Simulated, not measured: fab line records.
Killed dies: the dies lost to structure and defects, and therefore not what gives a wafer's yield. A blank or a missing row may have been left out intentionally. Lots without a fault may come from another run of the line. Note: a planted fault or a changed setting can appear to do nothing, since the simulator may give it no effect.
Chamber matching / flow gf180mcu / GF_V3_CMP_04 on cmp-02: 4 sister chambers
The step polishes SiO2. 4 wafers are shown with their chamber, then 8 later ones without.

== WAFERS WITH THEIR CHAMBER ==
wafer=L307.1; chamber=3; motor_current_A (A)=10.7
wafer=L307.2; chamber=2; motor_current_A (A)=13.4
wafer=L309.3; chamber=1; motor_current_A (A)=12.3
wafer=L309.4; chamber=0; motor_current_A (A)=11.0

== WAFERS WITHOUT THEIR CHAMBER ==
wafer=L309.6; motor_current_A (A)=11.4
wafer=L311.1; motor_current_A (A)=12.8
wafer=L311.6; motor_current_A (A)=10.1
wafer=L313.3; motor_current_A (A)=12.0
wafer=L313.6; motor_current_A (A)=10.2
wafer=L316.3; motor_current_A (A)=10.7
wafer=L316.4; motor_current_A (A)=11.2
wafer=L316.5; motor_current_A (A)=11.0

== THE CHAMBER EACH PASSED THROUGH ==
wafer=L309.6; from the rows above=can't be placed: 0 or 3 or 1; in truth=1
wafer=L311.1; from the rows above=can't be placed: 1 or 2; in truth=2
wafer=L311.6; from the rows above=can't be placed: 3 or 0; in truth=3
wafer=L313.3; from the rows above=can't be placed: 1 or 0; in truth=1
wafer=L313.6; from the rows above=can't be placed: 3 or 0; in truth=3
wafer=L316.3; from the rows above=can't be placed: 3 or 0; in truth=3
wafer=L316.4; from the rows above=can't be placed: 0 or 3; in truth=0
wafer=L316.5; from the rows above=can't be placed: 0 or 3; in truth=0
Correctly placed: 0 of 8. Cannot be placed on the basis of these rows: 8; the candidates contain the true chamber in 8. Wrongly placed: 0.
How it was worked out, from the rows above alone: a wafer's distance from a chamber is the root of the sum, over the readings, of the square of ((its reading less the chamber's mean) divided by the reading's scatter). The wafer belongs to the nearest chamber; if the next one is less than 2 further off, it can't be placed. The mean given for a chamber averages the wafers shown for that chamber. The scatter: with one shown wafer a chamber, the root of the mean of the squares of how far each hidden wafer lies from its nearest shown one.
